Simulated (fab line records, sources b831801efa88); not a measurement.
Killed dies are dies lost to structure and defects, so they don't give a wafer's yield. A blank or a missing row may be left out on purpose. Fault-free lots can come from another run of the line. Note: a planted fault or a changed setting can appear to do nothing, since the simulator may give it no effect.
Matching of chambers	flow sky130	cmp-02 running SKY_CONTACT_CMP_27: 4 sister chambers
The step polishes, stops on SiO2, t overpolish 15 s, target thk 0 nm. 7 wafers are shown with their chamber, then 6 later ones without.

WAFERS PAIRED WITH THEIR CHAMBERS
wafer	chamber	motor-current-A (A)	time-to-endpoint-s (s)
L444.1	3	9.1	84
L444.2	0	12.8	79
L446.6	2	10.0	81
L455.2	0	12.6	80
L455.6	1	13.0	77
L458.1	1	12.9	82
L458.4	3	9.4	85

WAFERS WITHOUT THEIR CHAMBER
wafer	motor-current-A (A)	time-to-endpoint-s (s)
L458.6	10.0	88
L461.2	14.2	78
L461.3	12.7	78
L461.5	13.1	76
L465.3	12.8	77
L465.5	9.1	80

CHAMBER TAKEN BY EACH
wafer	from the rows above	in truth
L458.6	can't be placed: 2 or 3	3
L461.2	can't be placed: 1 or 0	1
L461.3	can't be placed: 0 or 1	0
L461.5	can't be placed: 1 or 0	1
L465.3	can't be placed: 0 or 1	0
L465.5	3	3
1 of 6 placed correctly. Unplaceable from these rows: 5, with the true chamber sitting among the candidates in 5. Number placed wrongly: 0.
How it was worked out, from the rows above alone: a wafer's distance from a chamber is the root of the sum, over the readings, of the square of ((its reading less the chamber's mean) divided by the reading's scatter). The wafer belongs to the nearest chamber; if the next one is less than 2 further off, it can't be placed. Each chamber's mean is taken over the wafers shown for it. The scatter is the square root of a quotient: the sum, over the shown wafers, of each reading's squared deviation from its chamber's mean, divided by wafers minus chambers.
